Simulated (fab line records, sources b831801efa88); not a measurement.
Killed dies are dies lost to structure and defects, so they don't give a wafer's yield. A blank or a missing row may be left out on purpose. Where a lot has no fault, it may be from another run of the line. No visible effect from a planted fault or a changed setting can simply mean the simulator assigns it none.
A single fault, viewed from 2 desks :: flow sky130 :: numbers are kept per desk, each desk with only its own; the story behind them comes last

FOR THE TOOL OWNER'S DESK: lithoTrack-03
The tool's own readings at SKY_SD_P_DEVELOP_06 (develop time 60 s): means of the sampled wafers that have a number, for each lot that ran on this tool. A lot is out of limits, marked OUT, if its mean lies more than 4 standard deviations from the usual mean; the brackets give that distance.
Columns: A = developerTempC at SKY_SD_P_DEVELOP_06, usual 23.01 C; B = exhaustPa at SKY_SD_P_DEVELOP_06, usual 45.1 Pa
lot: L357
first seen here: day 29 03:38
A: 23.13
B: 45.1

lot: L358
first seen here: day 29 06:07
A: 23.03
B: 45.0

lot: L366
first seen here: day 31 19:17
A: 22.99
B: 45.6

lot: L370
first seen here: day 33 00:02
A: 23.05
B: 44.5
This desk's verdict: no lot among the 4 shows anything out of limits.

AT THE METROLOGY DESK
Lot by lot, what the gauges showed, no matter which tool ran the lot: averages of those sampled wafers that carry a number. A lot is out of limits, marked OUT, if its mean lies more than 4 standard deviations from the usual mean; the brackets give that distance.
Columns: A = VT_ADJUST_NCORE_TW at SKY_VT_ADJUST_NCORE_TW_MEAS_11, usual 216.4; B = SONOS_TUNNEL_TW at SKY_SONOS_TUNNEL_TW_MEAS_12, usual 196.3; C = cdNm at SKY_SD_P_CD_MEAS_07, usual 379.3 nm; D = SD_P_OVL at SKY_SD_P_OVL_MEAS_08, usual -1.7 nm; E = SD_P_TW at SKY_SD_P_TW_MEAS_11, usual 2807; F = cdNm at SKY_METAL2_CD_MEAS_15, usual 139.6 nm
lot: L348
first seen here: day 8 20:34
A: 216.2
B: 195.4
C: 378.8
D: -2.5
E: 2816
F: 139.2

lot: L349
first seen here: day 8 22:28
A: 216.8
B: 199.0
C: 377.2
D: -0.6
E: 2817
F: 138.6

lot: L357
first seen here: day 11 03:57
A: 219.7
B: 196.7
C: 378.2
D: -2.2
E: 965 (-84) OUT
F: 137.5

lot: L358
first seen here: day 11 11:20
A: 217.4
B: 196.1
C: 377.2
D: -0.7
E: 1889 (-42) OUT
F: 140.8

lot: L359
first seen here: day 11 20:58
A: 216.8
B: 196.7
C: 379.1
D: -0.4
E: 2785
F: 138.0

lot: L360
first seen here: day 12 02:43
A: 216.1
B: 197.8
C: 379.4
D: -2.6
E: 2799
F: 140.1

lot: L361
first seen here: day 12 12:31
A: 214.7
B: 196.6
C: 375.3
D: -3.5
E: 2829
F: 138.6

lot: L362
first seen here: day 12 20:16
A: 218.3
B: 196.7
C: 379.0
D: -1.2
E: 2827
F: 139.1

lot: L364
first seen here: day 13 05:29
A: 214.8
B: 199.0
C: 377.6
D: -3.8
E: 2772
F: 141.8

lot: L366
first seen here: day 13 19:57
A: 216.2
B: 193.9
C: 376.8
D: -2.6
E: 2783
F: 140.3

lot: L367
first seen here: day 14 08:33
A: 215.9
B: 193.5
C: 381.7
D: 0.3
E: 2839
F: 140.0

lot: L369
first seen here: day 14 22:04
A: 217.5
B: 196.6
C: 382.2
D: -0.2
E: 2838
F: 138.7

lot: L370
first seen here: day 15 02:16
A: 218.8
B: 197.7
C: 380.5
D: -1.8
E: 2803
F: 139.4

lot: L371
first seen here: day 15 12:18
A: 215.1
B: 193.1
C: 378.3
D: -2.3
E: 2800
F: 137.5
This desk's finding: out of limits on L357, L358; first on L357, day 29 04:12 (SD_P_TW at SKY_SD_P_TW_MEAS_11). L348, L349, L359, L360, L361, L362, L364, L366, L367, L369, L370, L371 stayed within limits.

PUT TOGETHER
An alarm was possible from the metrology desk at day 29 04:12, on L357, L358.
The desk of the tool owner found nothing out of limits.
Tool owner's desk: L357, L358 on record, inside its limits.
Every lot named ran SKY_SD_P_DEVELOP_06 on lithoTrack-03.

WHAT THE SIMULATOR PUT IN
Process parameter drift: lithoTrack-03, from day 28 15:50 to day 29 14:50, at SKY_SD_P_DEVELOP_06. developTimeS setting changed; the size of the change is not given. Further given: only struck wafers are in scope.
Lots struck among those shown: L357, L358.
Time in hours between the start of the fault and the first out-of-limits reading at each desk: metrology desk, 12.
